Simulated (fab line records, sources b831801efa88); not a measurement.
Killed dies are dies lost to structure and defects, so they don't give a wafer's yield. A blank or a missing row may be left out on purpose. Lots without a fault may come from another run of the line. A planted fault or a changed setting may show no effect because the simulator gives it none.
fab line records | flow gf180mcu
record lots=5 wafers=15 last_day=34
route steps=602 shown V1@341 M2@362
lots that met no fault: from a run of the same line without faults
start_h: hours from the record's first day to the start of the lot's first wafer shown | wait_h: hours since the lot's step before | " the same as in the row above | L1.1+2: a row that stands for several wafers | - no value, or no start given | * or withheld: withheld | < > ~ a bound
route shown NAME@n: a module of which the file shows steps, and the number in the route of the first | usual: mean/standard deviation of fault-free wafers | same: alike in all rows | chamber/n: place in a boat | sites: the reading at each site | _std_site: their standard deviation | _edge_site: outer sites' mean less inner sites' | radius_mm: how far each site lies from the wafer's centre | mask NAME#n: copy n | behind: the tool/chamber that last shaped the wafer | hold: why the lot was held/for how many hours/how that ended | device: the transistor (n, p or np) that didn't switch | end of line: the same wafers' tests at the end of the route | a step without rows: its recipe alone | killed: dies lost to structure and defects at the first sort, not the wafer's yield | map: a wafer's dies, x killed, . not, _ none there
set.NAME: the setting as run; set.NAME@STEP: as run at that earlier step | model.NAME: the simulator's own value behind a step, which no gauge read
lots at some steps of the route; a table a step, a row a wafer
services: from which hour (start_h, from the record's first day; less than 0 if before it) a tool's chamber was out of use, for how many hours, and why
## steps
# step GF_V1_DEHYDRATE_06
# recipe temp_c=200 time_s=60
# columns lot.wafer tool chamber start_h wait_h
L077.4+5+6 litho_track-01 0 422.74 11.4
L084.1+2+4 litho_track-03 0 505.63 11.8
L094.3+5+6 litho_track-04 0 568.48 10.2
L093.3+4+6 litho_track-03 0 574.48 10.4
L096.1+2+6 litho_track-03 0 582.88 10.2
# step GF_V1_HMDS_07
# recipe prime_time_s=60 prime_temp_c=120
# usual prime_temp_c=119.98/0.16
# same prime_time_s=60
# columns lot.wafer tool chamber start_h wait_h prime_temp_c
L077.4 litho_track-01 0 422.89 0.1 119.92
L077.5 " 0 " " 119.95
L077.6 " 0 " " 119.71
L084.1 litho_track-03 0 505.78 0.1 119.88
L084.2 " 0 " " 119.80
L084.4 " 0 " " 119.82
L094.3 litho_track-04 0 568.63 0.1 119.90
L094.5 " 0 " " 119.97
L094.6 " 0 " " 120.03
L093.3 litho_track-03 0 574.63 0.1 119.84
L093.4 " 0 " " 119.61
L093.6 " 0 " " 119.77
L096.1 litho_track-03 0 583.03 0.1 120.10
L096.2 " 0 " " 120.11
L096.6 " 0 " " 120.06
# step GF_V1_COAT_08
# recipe resist=BARC temp_c=withheld time_s=withheld spin_rpm=withheld resist_thk_nm=withheld
# columns lot.wafer tool chamber start_h wait_h
L077.4+5+6 litho_track-01 0 423.04 0.1
L084.1+2+4 litho_track-03 0 505.93 0.1
L094.3+5+6 litho_track-04 0 568.78 0.1
L093.3+4+6 litho_track-03 0 574.78 0.1
L096.1+2+6 litho_track-03 0 583.18 0.1
# step GF_V1_COAT_09
# recipe resist=KrF spin_rpm=withheld resist_thk_nm=1000
# columns lot.wafer tool chamber start_h wait_h
L077.4+5+6 litho_track-01 0 - -
L084.1+2+4 litho_track-03 0 - -
L094.3+5+6 litho_track-04 0 - -
L093.3+4+6 litho_track-03 0 - -
L096.1+2+6 litho_track-03 0 - -
# step GF_V1_SOFTBAKE_10
# recipe temp_c=130 time_s=60 resist=KrF
# columns lot.wafer tool chamber start_h wait_h
L077.4+5+6 litho_track-01 0 - -
L084.1+2+4 litho_track-03 0 - -
L094.3+5+6 litho_track-04 0 - -
L093.3+4+6 litho_track-03 0 - -
L096.1+2+6 litho_track-03 0 - -
# step GF_V1_EXPOSE_11
# recipe mask_id=Via1 target_cd_nm=260 na=0.68 source_shape=conventional sigma_outer=0.6 dose_mj=38
# columns lot.wafer tool chamber start_h wait_h mask
L077.4+5+6 krf_scanner-01 0 - - Via1#0
L084.1+2+4 krf_scanner-02 0 - - Via1#0
L094.3+5+6 krf_scanner-01 0 - - Via1#0
L093.3+4+6 krf_scanner-01 0 - - Via1#0
L096.1+2+6 krf_scanner-02 0 - - Via1#0
# step GF_V1_PEB_12
# recipe peb_temp_c=135 peb_time_s=90 resist=KrF
# columns lot.wafer tool chamber start_h wait_h
L077.4+5+6 litho_track-03 0 - -
L084.1+2+4 litho_track-04 0 - -
L094.3+5+6 litho_track-04 0 - -
L093.3+4+6 litho_track-03 0 - -
L096.1+2+6 litho_track-03 0 - -
# step GF_V1_DEVELOP_13
# recipe develop_time_s=60 resist=KrF dev_temp_c=21
# usual developer_temp_C=20.98/0.12
# columns lot.wafer tool chamber start_h wait_h developer_temp_C
L077.4 litho_track-03 0 435.61 0.1 21.06
L077.5 " 0 " " 20.88
L077.6 " 0 " " 21.03
L084.1 litho_track-04 0 517.13 0.2 20.86
L084.2 " 0 " " 20.88
L084.4 " 0 " " 21.00
L094.3 litho_track-04 0 579.87 0.1 20.77
L094.5 " 0 " " 20.82
L094.6 " 0 " " 20.85
L093.3 litho_track-03 0 585.23 0.1 21.11
L093.4 " 0 " " 20.77
L093.6 " 0 " " 20.79
L096.1 litho_track-03 0 593.73 0.2 21.01
L096.2 " 0 " " 21.09
L096.6 " 0 " " 21.05
# step GF_V1_CD_MEAS_14
# recipe target_cd_nm=260
# usual cd_nm=259.7/1.3
# columns lot.wafer tool chamber start_h wait_h cd_nm
L077.4 cd_sem-01 - 435.74 0.1 261.0
L077.5 " - " " 262.0
L077.6 " - " " 262.8
L084.1 cd_sem-01 - 517.28 0.1 258.8
L084.2 " - " " 260.6
L084.4 " - " " 259.5
L094.3 cd_sem-02 - 580.01 0.1 262.5
L094.5 " - " " 262.3
L094.6 " - " " 261.8
L093.3 cd_sem-01 - 585.37 0.1 258.8
L093.4 " - " " 260.5
L093.6 " - " " 258.5
L096.1 cd_sem-02 - 593.88 0.1 261.5
L096.2 " - " " 260.2
L096.6 " - " " 260.2
# step GF_V1_OVL_MEAS_15
# usual V1_OVL=1/5.3
# columns lot.wafer tool chamber start_h wait_h V1_OVL[nm]
L077.4 overlay-01 - 435.82 0.1 -2
L077.5 " - " " 2
L077.6 " - " " -5
L084.1 overlay-01 - 517.40 0.1 -2
L084.2 " - " " 0
L084.4 " - " " -6
L094.3 overlay-02 - 580.11 0.1 2
L094.5 " - " " 1
L094.6 " - " " -2
L093.3 overlay-02 - 585.46 0.1 6
L093.4 " - " " 5
L093.6 " - " " 9
L096.1 overlay-02 - 594.00 0.1 4
L096.2 " - " " -2
L096.6 " - " " 0
# step GF_V1_ETCH_16
# recipe chemistry=N2/H2 target_depth_a=withheld overetch_a=withheld time_s=withheld target=BARC ion_energy_ev=200 source_w=500 bias_w=100 pressure_mtorr=30 n2_flow_sccm=100 h2_flow_sccm=200
# usual drypump_motor_current_A=5.9/0.48 oes_product_au=0.855/0.0047 throttle_valve_pct=13.224/0.0092
# columns lot.wafer tool chamber start_h wait_h drypump_motor_current_A oes_product_au throttle_valve_pct
L077.4 rie_diel-02 1 435.84 0.0 6.2 0.851 13.224
L077.5 " 3 " " 6.6 0.851 13.235
L077.6 " 0 " " 6.4 0.854 13.227
L084.1 rie_diel-04 3 517.43 0.0 4.7 0.856 13.219
L084.2 " 0 " " 6.1 0.851 13.220
L084.4 " 1 " " 5.6 0.847 13.213
L094.3 rie_diel-04 1 580.13 0.0 5.6 0.847 13.219
L094.5 " 3 " " 4.7 0.856 13.226
L094.6 " 2 " " 6.6 0.859 13.208
L093.3 rie_diel-03 1 585.49 0.0 6.1 0.852 13.236
L093.4 " 2 " " 5.3 0.851 13.228
L093.6 " 1 " " 6.1 0.852 13.217
L096.1 rie_diel-03 1 594.04 0.0 6.2 0.860 13.214
L096.2 " 0 " " 5.6 0.853 13.240
L096.6 " 1 " " 6.2 0.847 13.203
# step GF_V1_ETCH_17
# recipe chemistry=C4F8/O2/Ar mask_material=KrF target=SiO2 stop_on=TiN source_w=1500 bias_w=1200 pressure_mtorr=40 c4f8_flow_sccm=withheld O2_flow_sccm=6 Ar_flow_sccm=300 time_s=withheld target_depth_a=6300
# usual oes_product_au=0.856/0.0048
# columns lot.wafer tool chamber start_h wait_h oes_product_au
L077.4 rie_diel-02 1 - - 0.860
L077.5 " 3 " " 0.850
L077.6 " 0 " " 0.851
L084.1 rie_diel-04 3 - - 0.857
L084.2 " 0 " " 0.860
L084.4 " 1 " " 0.858
L094.3 rie_diel-04 1 - - 0.850
L094.5 " 3 " " 0.857
L094.6 " 2 " " 0.856
L093.3 rie_diel-03 1 - - 0.856
L093.4 " 2 " " 0.846
L093.6 " 1 " " 0.852
L096.1 rie_diel-03 1 - - 0.852
L096.2 " 0 " " 0.860
L096.6 " 1 " " 0.856
# step GF_V1_STRIP_18
# recipe chemistry=O2/N2 power_w=1400 pressure_mtorr=1500 platen_temp_c=250 o2_flow_sccm=3000 n2_flow_sccm=300 overash_fraction=0.5
# usual drypump_motor_current_A=5.52/0.21 heater_power_w=317/33 oes_product_au=0.591/0.0046
# columns lot.wafer tool chamber start_h wait_h drypump_motor_current_A heater_power_w oes_product_au rf_hours_counter_h
L077.4 plasma_asher-04 0 436.00 - 5.63 282 0.595 -
L077.5 " 1 " " 5.41 311 0.592 -
L077.6 " 0 " " 5.61 275 0.595 -
L084.1 plasma_asher-02 0 517.56 - 5.43 330 0.595 9
L084.2 " 1 " " 5.36 323 0.590 9
L084.4 " 0 " " 5.45 339 0.591 -
L094.3 plasma_asher-01 0 580.29 - 5.27 353 0.595 -
L094.5 " 0 " " 5.30 364 0.595 -
L094.6 " 1 " " 5.83 292 0.593 -
L093.3 plasma_asher-04 0 585.65 - 5.63 275 0.597 -
L093.4 " 1 " " 5.44 306 0.592 -
L093.6 " 1 " " 5.45 305 0.585 -
L096.1 plasma_asher-01 0 594.16 - 5.30 372 0.598 81
L096.2 " 1 " " 5.85 286 0.589 81
L096.6 " 1 " " 5.84 284 0.589 -
# step GF_V1_STRIP_19
# recipe chemistry=post_etch_residue_remover time_s=1200 temp_c=72.5
# columns lot.wafer tool chamber start_h wait_h
L077.4+5+6 wet_bench-01 1 436.07 0.0
L084.1+2+4 wet_bench-02 2 517.66 0.1
L094.3+5+6 wet_bench-04 2 580.36 0.0
L093.3+4+6 wet_bench-01 0 585.71 0.0
L096.1+2+6 wet_bench-02 3 594.26 0.1
# step GF_V1_CLEAN_20
# recipe chemistry=DIW dry=n2_spin
# columns lot.wafer tool chamber start_h wait_h
L077.4+5+6 wet_bench-01 1 436.49 0.1
L084.1+2+4 wet_bench-01 0 518.00 0.0
L094.3+5+6 wet_bench-01 2 580.70 0.0
L093.3+4+6 wet_bench-02 3 586.12 0.0
L096.1+2+6 wet_bench-04 0 594.64 0.0
# step GF_V1_SPUTTER_21
# recipe material=Ti target_thk_nm=15 chamber_pressure_pa=5 power_w=2500 substrate_temp_c=200 time_s=80.02
# usual throttle_valve_pct=29.7/1.4
# columns lot.wafer tool chamber start_h wait_h throttle_valve_pct
L077.4 pvd_sputter-03 - 436.58 0.0 29.5
L077.5 " - " " 26.9
L077.6 " - " " 29.9
L084.1 pvd_sputter-03 - 518.09 0.0 29.7
L084.2 " - " " 30.0
L084.4 " - " " 30.1
L094.3 pvd_sputter-02 - 580.81 0.0 28.8
L094.5 " - " " 28.9
L094.6 " - " " 29.5
L093.3 pvd_sputter-02 - 586.22 0.0 31.2
L093.4 " - " " 31.1
L093.6 " - " " 29.1
L096.1 pvd_sputter-03 - 594.73 0.0 29.9
L096.2 " - " " 32.2
L096.6 " - " " 32.1
# step GF_V1_SPUTTER_22
# recipe material=TiN target_thk_nm=10 chamber_pressure_pa=5 power_w=4000 time_s=40
# usual throttle_valve_pct=29.7/1.4
# columns lot.wafer tool chamber start_h wait_h throttle_valve_pct
L077.4 pvd_sputter-03 - 436.64 0.0 29.5
L077.5 " - " " 27.0
L077.6 " - " " 29.9
L084.1 pvd_sputter-03 - 518.16 0.0 29.3
L084.2 " - " " 29.7
L084.4 " - " " 30.0
L094.3 pvd_sputter-02 - 580.87 0.0 29.3
L094.5 " - " " 29.2
L094.6 " - " " 29.4
L093.3 pvd_sputter-02 - 586.28 0.0 31.0
L093.4 " - " " 30.9
L093.6 " - " " 28.8
L096.1 pvd_sputter-03 - 594.79 0.0 30.0
L096.2 " - " " 32.3
L096.6 " - " " 32.1
# step GF_V1_CVD_23
# recipe material=W target_thk_nm=350 time_s=105.05 temp_c=400 pressure_torr=40
# usual heater_power_outer_w=577/61 heater_power_w=897/100
# columns lot.wafer tool chamber start_h wait_h heater_power_outer_w heater_power_w
L077.4 cvd_w-01 0 436.72 0.1 616 972
L077.5 " 1 " " 541 864
L077.6 " 0 " " 615 943
L084.1 cvd_w-01 1 518.19 0.0 554 863
L084.2 " 0 " " 613 948
L084.4 " 1 " " 543 873
L094.3 cvd_w-02 1 580.95 0.1 625 1026
L094.5 " 1 " " 647 1030
L094.6 " 0 " " 486 725
L093.3 cvd_w-01 0 586.36 0.1 622 961
L093.4 " 1 " " 552 862
L093.6 " 1 " " 556 873
L096.1 cvd_w-01 1 594.83 0.0 550 865
L096.2 " 0 " " 625 968
L096.6 " 1 " " 548 883
# step GF_V1_RS_MEAS_24
# recipe thk_meas_gauge=four-point-probe reads=W_of_V1_CVD_23+TiN_of_V1_SPUTTER_22+Ti_of_V1_SPUTTER_21
# usual V1_W_RS=0.328/0.0037
# columns lot.wafer tool chamber start_h wait_h V1_W_RS[ohm/sq]
L077.4 film_metro-02 - 436.85 0.1 0.325
L077.5 " - " " 0.328
L077.6 " - " " 0.325
L084.1 film_metro-02 - 518.31 0.1 0.328
L084.2 " - " " 0.328
L084.4 " - " " 0.327
L094.3 film_metro-04 - 581.06 0.1 0.328
L094.5 " - " " 0.324
L094.6 " - " " 0.328
L093.3 film_metro-01 - 586.47 0.1 0.325
L093.4 " - " " 0.327
L093.6 " - " " 0.329
L096.1 film_metro-04 - 594.94 0.1 0.323
L096.2 " - " " 0.318
L096.6 " - " " 0.326
# step GF_V1_THK_MEAS_25
# recipe thk_meas_gauge=xrf reads=W_of_V1_CVD_23
# usual V1_W_THK=343/5.1
# columns lot.wafer tool chamber start_h wait_h V1_W_THK[nm]
L077.4 film_metro-02 - 436.94 0.1 344
L077.5 " - " " 341
L077.6 " - " " 345
L084.1 film_metro-02 - 518.43 0.1 341
L084.2 " - " " 343
L084.4 " - " " 341
L094.3 film_metro-04 - 581.16 0.1 340
L094.5 " - " " 347
L094.6 " - " " 345
L093.3 film_metro-01 - 586.57 0.1 354
L093.4 " - " " 352
L093.6 " - " " 349
L096.1 film_metro-04 - 595.06 0.1 349
L096.2 " - " " 353
L096.6 " - " " 346
# step GF_V1_CMP_26
# recipe stop_on=SiO2 down_force_psi=3.5 platen_rpm=60 t_overpolish_s=15 target_thk_nm=0 pad_velocity_m_s=0.94248
# usual edge_zone_pressure_frac=1.000/0.0042 motor_current_A=11.2/0.95 overpolish_run_s=15.000/0.0086 slurry_flow_ml_min=150.0/0.44 time_to_endpoint_s=82/3.3
# columns lot.wafer tool chamber start_h wait_h edge_zone_pressure_frac motor_current_A overpolish_run_s slurry_flow_ml_min time_to_endpoint_s
L077.4 cmp-02 2 436.97 0.0 1.002 11.5 15.012 149.5 85
L077.5 " 2 " " 1.000 12.0 15.007 149.5 84
L077.6 " 3 " " 0.997 11.0 14.998 149.8 89
L084.4 cmp-01 0 518.54 0.1 0.996 11.6 15.010 150.8 81
L084.2 " 1 " " 1.006 9.5 14.988 149.8 82
L084.1 " 2 " " 0.993 10.9 15.002 150.0 86
L094.3 cmp-02 1 581.20 0.0 1.000 12.5 15.008 149.7 81
L094.5 " 1 " " 0.999 12.2 14.991 149.9 85
L094.6 " 2 " " 1.005 12.0 14.997 150.0 82
L093.3 cmp-02 2 586.66 0.1 1.001 11.9 15.007 148.8 82
L093.4 " 3 " " 1.000 11.2 14.988 150.0 80
L093.6 " 2 " " 1.003 11.6 15.000 149.7 76
L096.2 cmp-01 0 595.12 0.0 1.002 11.6 14.993 150.0 86
L096.1 " 2 " " 0.994 11.6 14.990 149.9 87
L096.6 " 0 " " 0.992 11.6 15.013 150.3 84
# step GF_M2_SPUTTER_00
# recipe material=Ti target_thk_nm=37.5 arriving_ion_energy_ev=80 substrate_temp_c=200 chamber_pressure_pa=2 power_w=4000 time_s=150
# usual throttle_valve_pct=29.9/0.82
# columns lot.wafer tool chamber start_h wait_h throttle_valve_pct
L077.4 pvd_sputter-02 - 437.27 0.2 31.0
L077.5 " - " " 29.0
L077.6 " - " " 29.6
L084.1 pvd_sputter-02 - 518.79 0.1 28.9
L084.2 " - " " 30.7
L084.4 " - " " 30.9
L094.3 pvd_sputter-01 - 581.50 0.2 28.6
L094.5 " - " " 29.5
L094.6 " - " " 29.0
L093.3 pvd_sputter-04 - 586.91 0.2 30.6
L093.4 " - " " 30.2
L093.6 " - " " 29.5
L096.1 pvd_sputter-01 - 595.42 0.1 30.7
L096.2 " - " " 28.8
L096.6 " - " " 29.0
# step GF_M2_SPUTTER_01
# recipe material=TiN target_thk_nm=30 power_w=6500 time_s=25 chamber_pressure_pa=0.4
# usual throttle_valve_pct=29.9/0.81
# columns lot.wafer tool chamber start_h wait_h throttle_valve_pct
L077.4 pvd_sputter-02 - 437.37 0.1 31.0
L077.5 " - " " 28.9
L077.6 " - " " 29.4
L084.1 pvd_sputter-02 - 518.89 0.1 29.1
L084.2 " - " " 30.7
L084.4 " - " " 31.1
L094.3 pvd_sputter-01 - 581.60 0.1 28.9
L094.5 " - " " 29.7
L094.6 " - " " 29.2
L093.3 pvd_sputter-04 - 587.01 0.1 30.9
L093.4 " - " " 29.8
L093.6 " - " " 29.6
L096.1 pvd_sputter-01 - 595.52 0.1 31.0
L096.2 " - " " 28.8
L096.6 " - " " 28.7
# step GF_M2_SPUTTER_02
# recipe material=AlCu target_thk_nm=450 power_w=10600 time_s=23.9 chamber_pressure_pa=0.4
# usual throttle_valve_pct=29.9/0.84
# columns lot.wafer tool chamber start_h wait_h throttle_valve_pct
L077.4 pvd_sputter-02 - 437.40 0.0 31.5
L077.5 " - " " 29.1
L077.6 " - " " 29.4
L084.1 pvd_sputter-02 - 518.92 0.0 28.9
L084.2 " - " " 30.7
L084.4 " - " " 31.2
L094.3 pvd_sputter-01 - 581.63 0.0 29.0
L094.5 " - " " 29.6
L094.6 " - " " 29.0
L093.3 pvd_sputter-04 - 587.04 0.0 30.5
L093.4 " - " " 30.0
L093.6 " - " " 29.6
L096.1 pvd_sputter-01 - 595.55 0.0 30.6
L096.2 " - " " 28.8
L096.6 " - " " 29.1
# step GF_M2_SPUTTER_03
# recipe material=Ti target_thk_nm=10 substrate_temp_c=300 chamber_pressure_pa=0.3 power_w=3000 time_s=6.7
# usual throttle_valve_pct=29.9/0.83
# columns lot.wafer tool chamber start_h wait_h throttle_valve_pct
L077.4 pvd_sputter-02 - 437.43 0.0 31.2
L077.5 " - " " 29.3
L077.6 " - " " 29.5
L084.1 pvd_sputter-02 - 518.95 0.0 29.3
L084.2 " - " " 31.1
L084.4 " - " " 31.1
L094.3 pvd_sputter-01 - 581.66 0.0 28.5
L094.5 " - " " 29.9
L094.6 " - " " 28.9
L093.3 pvd_sputter-04 - 587.07 0.0 30.6
L093.4 " - " " 29.9
L093.6 " - " " 29.7
L096.1 pvd_sputter-01 - 595.58 0.0 30.9
L096.2 " - " " 29.1
L096.6 " - " " 28.9
# step GF_M2_SPUTTER_04
# recipe material=TiN target_thk_nm=50 power_w=6500 time_s=41.7 chamber_pressure_pa=0.4
# usual throttle_valve_pct=29.9/0.83
# columns lot.wafer tool chamber start_h wait_h throttle_valve_pct
L077.4 pvd_sputter-02 - 437.45 0.0 31.0
L077.5 " - " " 29.1
L077.6 " - " " 29.5
L084.1 pvd_sputter-02 - 518.97 0.0 29.2
L084.2 " - " " 30.8
L084.4 " - " " 31.2
L094.3 pvd_sputter-01 - 581.68 0.0 28.8
L094.5 " - " " 29.4
L094.6 " - " " 29.3
L093.3 pvd_sputter-04 - 587.09 0.0 30.4
L093.4 " - " " 29.8
L093.6 " - " " 29.6
L096.1 pvd_sputter-01 - 595.60 0.0 31.1
L096.2 " - " " 28.9
L096.6 " - " " 28.8
# step GF_M2_RS_MEAS_05
# recipe thk_meas_gauge=four-point-probe reads=TiN_of_M2_SPUTTER_04+Ti_of_M2_SPUTTER_03+AlCu_of_M2_SPUTTER_02+TiN_of_M2_SPUTTER_01+Ti_of_M2_SPUTTER_00
# usual M2_ALCU_RS=0.0690/0.00084
# columns lot.wafer tool chamber start_h wait_h M2_ALCU_RS[ohm/sq]
L077.4 film_metro-02 - 437.55 0.1 0.0696
L077.5 " - " " 0.0700
L077.6 " - " " 0.0705
L084.1 film_metro-02 - 519.01 0.0 0.0687
L084.2 " - " " 0.0695
L084.4 " - " " 0.0689
L094.3 film_metro-01 - 581.78 0.1 0.0700
L094.5 " - " " 0.0689
L094.6 " - " " 0.0699
L093.3 film_metro-02 - 587.17 0.1 0.0687
L093.4 " - " " 0.0687
L093.6 " - " " 0.0683
L096.1 film_metro-02 - 595.64 0.0 0.0692
L096.2 " - " " 0.0693
L096.6 " - " " 0.0701
# step GF_M2_THK_MEAS_06
# recipe thk_meas_gauge=xrf reads=AlCu_of_M2_SPUTTER_02
# usual M2_ALCU_THK=450/6.4
# columns lot.wafer tool chamber start_h wait_h M2_ALCU_THK[nm]
L077.4 film_metro-02 - 437.64 0.1 445
L077.5 " - " " 443
L077.6 " - " " 439
L084.1 film_metro-02 - 519.13 0.1 451
L084.2 " - " " 445
L084.4 " - " " 449
L094.3 film_metro-01 - 581.88 0.1 442
L094.5 " - " " 449
L094.6 " - " " 442
L093.3 film_metro-02 - 587.27 0.1 451
L093.4 " - " " 451
L093.6 " - " " 455
L096.1 film_metro-02 - 595.76 0.1 446
L096.2 " - " " 445
L096.6 " - " " 442
# step GF_M2_DEHYDRATE_07
# recipe temp_c=200 time_s=60
# columns lot.wafer tool chamber start_h wait_h
L077.4+5+6 litho_track-02 0 449.19 11.5
L084.1+2+4 litho_track-03 0 530.63 11.5
L094.3+5+6 litho_track-03 0 591.48 9.6
L093.3+4+6 litho_track-02 0 597.82 10.5
L096.1+2+6 litho_track-02 0 605.97 10.2
# step GF_M2_HMDS_08
# recipe prime_time_s=60 prime_temp_c=120
# usual prime_temp_c=120.01/0.15
# same prime_time_s=60
# columns lot.wafer tool chamber start_h wait_h prime_temp_c
L077.4 litho_track-02 0 449.34 0.1 120.20
L077.5 " 0 " " 120.13
L077.6 " 0 " " 119.92
L084.1 litho_track-03 0 530.78 0.1 119.94
L084.2 " 0 " " 119.96
L084.4 " 0 " " 120.08
L094.3 litho_track-03 0 591.63 0.1 119.83
L094.5 " 0 " " 119.96
L094.6 " 0 " " 119.90
L093.3 litho_track-02 0 597.97 0.1 119.79
L093.4 " 0 " " 119.76
L093.6 " 0 " " 119.92
L096.1 litho_track-02 0 606.12 0.1 120.01
L096.2 " 0 " " 120.02
L096.6 " 0 " " 120.24
# step GF_M2_COAT_09
# recipe resist=KrF spin_rpm=withheld resist_thk_nm=1000
# columns lot.wafer tool chamber start_h wait_h
L077.4+5+6 litho_track-02 0 449.49 0.1
L084.1+2+4 litho_track-03 0 530.93 0.1
L094.3+5+6 litho_track-03 0 591.78 0.1
L093.3+4+6 litho_track-02 0 598.12 0.1
L096.1+2+6 litho_track-02 0 606.27 0.1
# step GF_M2_SOFTBAKE_10
# recipe temp_c=130 time_s=60 resist=KrF
# columns lot.wafer tool chamber start_h wait_h
L077.4+5+6 litho_track-02 0 449.64 0.1
L084.1+2+4 litho_track-03 0 531.08 0.1
L094.3+5+6 litho_track-03 0 591.93 0.1
L093.3+4+6 litho_track-02 0 598.27 0.1
L096.1+2+6 litho_track-02 0 606.42 0.1
# step GF_M2_EXPOSE_11
# recipe mask_id=Metal2 target_cd_nm=280 na=0.68 source_shape=conventional sigma_outer=0.6 dose_mj=28
# columns lot.wafer tool chamber start_h wait_h mask
L077.4+5+6 krf_scanner-01 0 - - Metal2#0
L084.1+2+4 krf_scanner-02 0 - - Metal2#0
L094.3+5+6 krf_scanner-02 0 - - Metal2#0
L093.3+4+6 krf_scanner-02 0 - - Metal2#0
L096.1+2+6 krf_scanner-02 0 - - Metal2#0
# step GF_M2_PEB_12
# recipe peb_temp_c=135 peb_time_s=90 resist=KrF
# columns lot.wafer tool chamber start_h wait_h
L077.4+5+6 litho_track-03 0 - -
L084.1+2+4 litho_track-03 0 - -
L094.3+5+6 litho_track-02 0 - -
L093.3+4+6 litho_track-03 0 - -
L096.1+2+6 litho_track-04 0 - -
# step GF_M2_DEVELOP_13
# recipe develop_time_s=60 dev_temp_c=21
# usual developer_temp_C=20.99/0.11
# columns lot.wafer tool chamber start_h wait_h developer_temp_C
L077.4 litho_track-03 0 461.36 0.1 21.05
L077.5 " 0 " " 21.03
L077.6 " 0 " " 20.98
L084.1 litho_track-03 0 541.68 0.2 20.96
L084.2 " 0 " " 21.00
L084.4 " 0 " " 20.97
L094.3 litho_track-02 0 602.92 0.1 21.13
L094.5 " 0 " " 21.19
L094.6 " 0 " " 21.05
L093.3 litho_track-03 0 608.18 0.1 20.93
L093.4 " 0 " " 20.99
L093.6 " 0 " " 21.10
L096.1 litho_track-04 0 616.62 0.2 21.04
L096.2 " 0 " " 21.01
L096.6 " 0 " " 21.01
# step GF_M2_CD_MEAS_14
# recipe target_cd_nm=280
# usual cd_nm=279.9/1.3
# columns lot.wafer tool chamber start_h wait_h cd_nm
L077.4 cd_sem-01 - 461.49 0.1 279.8
L077.5 " - " " 280.3
L077.6 " - " " 279.4
L084.1 cd_sem-01 - 541.83 0.1 280.2
L084.2 " - " " 281.0
L084.4 " - " " 279.9
L094.3 cd_sem-02 - 603.06 0.1 280.2
L094.5 " - " " 279.9
L094.6 " - " " 280.7
L093.3 cd_sem-02 - 608.32 0.1 280.9
L093.4 " - " " 280.7
L093.6 " - " " 281.3
L096.1 cd_sem-01 - 616.77 0.1 279.0
L096.2 " - " " 280.3
L096.6 " - " " 278.8
# step GF_M2_OVL_MEAS_15
# usual M2_OVL=1/5.2
# columns lot.wafer tool chamber start_h wait_h M2_OVL[nm]
L077.4 overlay-02 - 461.57 0.1 4
L077.5 " - " " -2
L077.6 " - " " 1
L084.1 overlay-01 - 541.95 0.1 -6
L084.2 " - " " -5
L084.4 " - " " -8
L094.3 overlay-01 - 603.15 0.1 6
L094.5 " - " " 5
L094.6 " - " " 3
L093.3 overlay-02 - 608.41 0.1 5
L093.4 " - " " 2
L093.6 " - " " 5
L096.1 overlay-01 - 616.89 0.1 -3
L096.2 " - " " 5
L096.6 " - " " -3
# step GF_M2_METAL_ETCH_16
# recipe chemistry=Cl2/BCl3 mask_material=KrF target_depth_nm=750.8 stop_on=SiO2 pressure_mtorr=8 icp_w=800 bias_w=140 Cl2_flow_sccm=80 bcl3_flow_sccm=40 time_s=125.1
# usual bcl3_flow_sccm=40.02/0.11 drypump_motor_current_A=5.3/0.34 oes_product_au=0.990/0.0056 throttle_valve_pct=28.228/0.01
# columns lot.wafer tool chamber start_h wait_h bcl3_flow_sccm drypump_motor_current_A oes_product_au rf_hours_counter_h throttle_valve_pct
L077.4 rie_metal-03 0 461.64 0.1 40.02 4.9 0.985 - 28.236
L077.5 " 1 " " 40.23 5.3 0.986 - 28.239
L077.6 " 0 " " 39.99 4.9 0.994 - 28.220
L084.1 rie_metal-03 0 541.99 0.0 39.83 4.9 0.987 7 28.258
L084.2 " 0 " " 39.78 4.9 0.998 - 28.232
L084.4 " 0 " " 39.89 4.9 0.987 - 28.227
L094.3 rie_metal-03 1 603.22 0.1 40.08 5.3 0.995 - 28.228
L094.5 " 0 " " 40.18 4.9 0.978 - 28.231
L094.6 " 1 " " 40.04 5.3 0.989 - 28.219
L093.3 rie_metal-02 1 608.48 0.1 39.97 5.8 0.982 - 28.233
L093.4 " 0 " " 39.94 5.7 0.992 - 28.242
L093.6 " 1 " " 39.88 5.8 0.986 - 28.232
L096.1 rie_metal-03 0 616.93 0.0 40.13 4.9 0.993 10 28.203
L096.2 " 1 " " 40.04 5.3 0.984 13 28.223
L096.6 " 0 " " 39.93 4.9 0.985 - 28.228
## services
# columns tool chamber start_h hours kind
krf_scanner-01 - 406.70 4.4 pm
cvd_w-01 1 415.09 20.2 repair
krf_scanner-02 - 422.80 1.3 pm
rie_metal-03 0 423.99 15.6 repair
pvd_sputter-04 - 425.58 45.5 repair
rie_diel-04 2 431.26 4.4 repair
krf_scanner-01 - 437.11 2.9 repair
cvd_w-01 - 437.18 0.3 repair
rie_diel-04 - 444.51 1.0 repair
rie_diel-03 3 445.11 9.0 repair
rie_diel-04 0 450.01 1.3 repair
rie_diel-03 - 461.65 28.1 pm
krf_scanner-01 - 473.65 4.0 pm
rie_diel-04 2 485.50 11.8 repair
rie_metal-03 - 486.28 14.6 pm
cvd_w-01 0 487.12 3.8 repair
krf_scanner-01 - 492.78 1.0 pm
krf_scanner-02 - 496.70 1.0 pm
cvd_w-01 - 497.81 0.3 repair
rie_metal-03 - 511.50 1.8 repair
pvd_sputter-04 - 551.40 26.9 repair
krf_scanner-02 - 562.67 0.8 pm
krf_scanner-02 - 598.70 1.3 pm
pvd_sputter-02 - 613.53 2.4 repair
## key
fault none
